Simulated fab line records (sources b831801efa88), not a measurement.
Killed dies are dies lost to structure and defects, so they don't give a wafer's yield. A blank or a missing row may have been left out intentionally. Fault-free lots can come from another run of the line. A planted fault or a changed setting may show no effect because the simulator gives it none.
A lot that was struck, set against a sound lot + flow gf180mcu + 32 out of 602 route steps
Sound: wafers L427.1, L427.2, L427.5. Wafers L440.3, L440.4, L440.5 were the ones struck. The cause is given at the end.
Order at every step that has rows: each side's tool, ch and its chambers, its first start. Under that, the readings that differ: sound wafers + struck wafers + difference of the means + sigmas: that difference in standard deviations of wafers without a fault.
alike: same words and numbers on both sides, and readings whose means sit less than 2 such deviations apart. not compared: any withheld reading, any reading some wafer has no value for, any bound like >300 that may hide the same value, and any number with overlapping values for which the record gives no deviation.
A row with sigmas, a row that says differs or no value, or rows on one side alone: a step with any of these is where the two part. Numbers that don't overlap but have no deviation are shown without sigmas and don't part them. A reading that every wafer of one side lacks parts them only if that side has two wafers or more.

first, 3 steps without rows for these wafers: GF_MVSD_EXPOSE_04 (exposes mask MVSD, target cd 1000 nm); GF_MVSD_PEB_05; GF_MVSD_DEVELOP_06 (develop time 60 s).
GF_MVSD_OVL_MEAS_07:
  sound on overlay-02, day 4 09:16; struck on overlay-02, day 7 17:42
  alike: MVSD_OVL
then, 2 steps without rows for these wafers: GF_MVSD_IMPLANT_08; GF_MVSD_IMPLANT_09.
GF_MVSD_STRIP_10: strips in O2/N2.
  sound on plasma-asher-02 ch 0,1, day 4 09:36; struck on plasma-asher-01 ch 0,1, day 7 18:04
  alike: drypump-motor-current-A, heater-power-w, n2-flow-sccm, oes-product-au, strip-time-to-endpoint-s
  not compared: rf-hours-counter-h
GF_MVSD_TW_MEAS_11:
  sound on film-metro-04, day 4 09:42; struck on film-metro-01, day 7 18:08
  alike: MVSD_TW
then, 4 steps without rows for these wafers: GF_MVPSD_DEHYDRATE_00 (time 60 s); GF_MVPSD_HMDS_01 (prime time 60 s); GF_MVPSD_COAT_02 (resist thk 3000 nm); GF_MVPSD_SOFTBAKE_03.
GF_MVPSD_EXPOSE_04: exposes mask MVPSD, target cd 1000 nm.
  sound on iline-stepper-02 ch 0, day 4 17:19; struck on iline-stepper-01 ch 0, day 8 02:14
| reading | sound                   | struck                                                | difference | sigmas |
|---------|-------------------------|-------------------------------------------------------|------------|--------|
| mask    | MVPSD#0 MVPSD#0 MVPSD#0 | LVPWELL_LV_AREA#0 LVPWELL_LV_AREA#0 LVPWELL_LV_AREA#0 | differs    |        |
then, 2 steps without rows for these wafers: GF_MVPSD_PEB_05; GF_MVPSD_DEVELOP_06 (develop time 60 s).
GF_MVPSD_OVL_MEAS_07:
  sound on overlay-02, day 4 23:35; struck on overlay-02, day 8 10:08
| reading        | sound         | struck | difference                    | sigmas |
|----------------|---------------|--------|-------------------------------|--------|
| MVPSD_OVL (nm) | -1.6 0.9 -2.3 | - - -  | no value on the struck wafers |        |
then, 2 steps without rows for these wafers: GF_MVPSD_IMPLANT_08; GF_MVPSD_IMPLANT_09.
GF_MVPSD_STRIP_10: strips in O2/N2.
  sound on plasma-asher-04 ch 0,1, day 4 23:56; struck on plasma-asher-02 ch 0,1, day 8 10:29
  alike: drypump-motor-current-A, heater-power-w, n2-flow-sccm, oes-product-au, strip-time-to-endpoint-s
  not compared: rf-hours-counter-h
GF_MVPSD_TW_MEAS_11:
  sound on film-metro-04, day 5 00:02; struck on film-metro-02, day 8 10:35
| reading  | sound       | struck   | difference | sigmas |
|----------|-------------|----------|------------|--------|
| MVPSD_TW | 541 539 538 | 30 30 30 | -509       | -61    |
then, 7 steps without rows for these wafers: GF_VT_IMPLANT_DEHYDRATE_00 (time 60 s); GF_VT_IMPLANT_HMDS_01 (prime time 60 s); GF_VT_IMPLANT_COAT_02 (resist thk 1000 nm); GF_VT_IMPLANT_SOFTBAKE_03 (time 60 s); GF_VT_IMPLANT_EXPOSE_04 (exposes mask LVPWELL LV AREA, target cd 600 nm); GF_VT_IMPLANT_PEB_05; GF_VT_IMPLANT_DEVELOP_06 (develop time 60 s).
GF_VT_IMPLANT_OVL_MEAS_07:
  sound on overlay-02, day 5 13:47; struck on overlay-02, day 9 03:23
  alike: VT_IMPLANT_OVL
then, 1 step without rows for these wafers: GF_VT_IMPLANT_IMPLANT_08.
GF_VT_IMPLANT_STRIP_09: strips in O2/N2.
  sound on plasma-asher-01 ch 0,1, day 5 13:59; struck on plasma-asher-01 ch 0,1, day 9 03:35
  alike: drypump-motor-current-A, heater-power-w, n2-flow-sccm, oes-product-au, strip-time-to-endpoint-s
  not compared: rf-hours-counter-h
GF_VT_IMPLANT_TW_MEAS_10:
  sound on film-metro-04, day 5 14:05; struck on film-metro-01, day 9 03:40
| reading       | sound       | struck      | difference | sigmas |
|---------------|-------------|-------------|------------|--------|
| VT_IMPLANT_TW | 553 552 551 | 705 707 709 | +155       | +18    |
then, 1 step without rows for these wafers: GF_VT_IMPLANT_DEHYDRATE_11 (time 60 s).

== WHERE THEY PART ==
At GF_MVPSD_EXPOSE_04 first; at GF_VT_IMPLANT_TW_MEAS_10 last (within this record only).

WHY: whatever the simulator had introduced
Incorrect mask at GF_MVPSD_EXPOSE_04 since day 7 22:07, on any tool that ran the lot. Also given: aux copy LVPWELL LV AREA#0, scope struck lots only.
